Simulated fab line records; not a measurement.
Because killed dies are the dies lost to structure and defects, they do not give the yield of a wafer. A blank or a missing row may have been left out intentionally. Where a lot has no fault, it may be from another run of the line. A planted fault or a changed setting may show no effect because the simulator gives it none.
8D (eight disciplines) problem report, filled in by code    flow sky130    the parts of the form that need people (team, actions taken, sign-off) are left out

## 1. THE ISSUE
Wafers without a fault read 43, standard deviation 6.7; killed_at_M0_to_M3 at SKY_PAD_OPEN_PROBE_99 reads a mean of 106 on 2 wafers belonging to 2 lots. That is +9.4 standard deviations from the usual mean.
First seen on wafer L583.1, day 49 00:25, on prober-01. The record holds 18 wafers of 6 lots with a number at this step. Rule for "out", or "out of limits": more than 4 standard deviations from the usual mean. Any other wafer with a number is counted as sound.

## 2. WHAT IT IS; WHAT IT IS NOT
question                     is                                                                                                                      is not
which readings at this step  killed_at_M0_to_M3, defectLimitedYield, killedDies, sort_bin_3_pad_short, sort_bin_5_function, sortNPass, sortYieldPct  killed_at_M4_up, killedAtContacts, killedAtFrontEnd, killedAtOther, killedOpen, killedShort, sort_bin_6_memory
which lots                   L582, L583                                                                                                              L572, L585, L586, L593
which wafers of those lots   L582.2, L583.1                                                                                                          L582.1, L582.3, L583.4, L583.5
read on which tools          prober-01, prober-02                                                                                                    -
when                         from day 49 00:25                                                                                                       up to then (3 sound wafers); but 13 sound wafers of L582, L583, L585, L586, L593 came after

## 3. WHAT RULES OUT EACH SUSPECT
Counting: if a tool at a process step up to the reading ran every lot that is out, it stays a suspect. Sound lots after the first of them don't rule it out here, since some wafers of a struck lot are sound.
- rieDiel-02 at SKY_METAL3_ETCH_17 (etches SiO2 in C4F8/O2/Ar, stops on TiN, time 3.9 s, target depth 15 nm): kept. It ran every lot that is out, first L583 (day 42 15:11); its last sound lot up to then is L572 (day 38 07:30).
- rieDiel-04 at SKY_VIA3_ETCH_14 (etches BARC in N2/H2, stops on SiO2, time 45.9 s, target depth 60 nm): kept. It ran every lot that is out, first L583 (day 43 14:37).
- rieDiel-04 at SKY_VIA3_ETCH_15 (etches SiO2 in C4F8/O2/Ar, stops on TiN, target depth 507 nm, time 78 s): kept. It ran every lot that is out, first L583 (day 43 14:39).
- rieDiel-02, SKY_METAL3_ETCH_17: wafers that are out in chamber 0, sound lot-mates in chambers 1, 2, 3.
- Within rieDiel-04 at SKY_VIA3_ETCH_14: the wafers that are out ran in chambers 0, 2; their sound lot-mates ran in chambers 1, 3.
- Within rieDiel-04 at SKY_VIA3_ETCH_15: the wafers that are out ran in chambers 0, 2; their sound lot-mates ran in chambers 1, 3.
Still standing after the count: rieDiel-02 at SKY_METAL3_ETCH_17, rieDiel-04 at SKY_VIA3_ETCH_14, rieDiel-04 at SKY_VIA3_ETCH_15.

## 4. THE CAUSE (what the simulator had put in)
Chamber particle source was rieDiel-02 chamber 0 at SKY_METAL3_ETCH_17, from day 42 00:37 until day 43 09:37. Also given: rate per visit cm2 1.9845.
After counting, 3 suspects remain, this tool included.

## 5. SEQUENCE OF EFFECTS, ordered by route
One row per reading whose mean, taken over the struck wafers that have a number, lies over 3 standard deviations from the usual. Only readings whose record carries a usual standard deviation are examined. hours: median over the lots of the time between each lot's start at the first step of this table that gives one and its start at this step. sigmas: the change, counted in usual standard deviations.
hours  step                   reading               usual   on struck wafers  change  sigmas
0      SKY_PAD_OPEN_PROBE_99  defectLimitedYield    82.3 %  72.2              -10.1   -5.3
0      SKY_PAD_OPEN_PROBE_99  killed_at_M0_to_M3    43      106               +63     +9.4
0      SKY_PAD_OPEN_PROBE_99  killedDies            87      137               +50     +5.4
0      SKY_PAD_OPEN_PROBE_99  sort_bin_3_pad_short  0.9 %   4.0               +3.1    +7.6
0      SKY_PAD_OPEN_PROBE_99  sort_bin_5_function   10.5 %  17.9              +7.4    +5.3
0      SKY_PAD_OPEN_PROBE_99  sortNPass             405     355               -50     -5.4
0      SKY_PAD_OPEN_PROBE_99  sortYieldPct          82.3 %  72.2              -10.1   -5.3
Process steps it contains:
- SKY_PAD_OPEN_PROBE_99

## 6. WHAT WOULD HAVE CAUGHT IT SOONER
In this record no reading fell out of limits until day 49 00:25, 168 hours after the fault had begun at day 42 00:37.
No tool reading at SKY_METAL3_ETCH_17 that has a usual standard deviation in the record was out on any struck wafer, so an alarm limit of 4 standard deviations on those readings would not have fired.
By day 49 00:25 the whole set of lots that are out, 2 in number, had already begun SKY_METAL3_ETCH_17 on rieDiel-02. Had the tool been put on hold then, not one of them would have been saved.
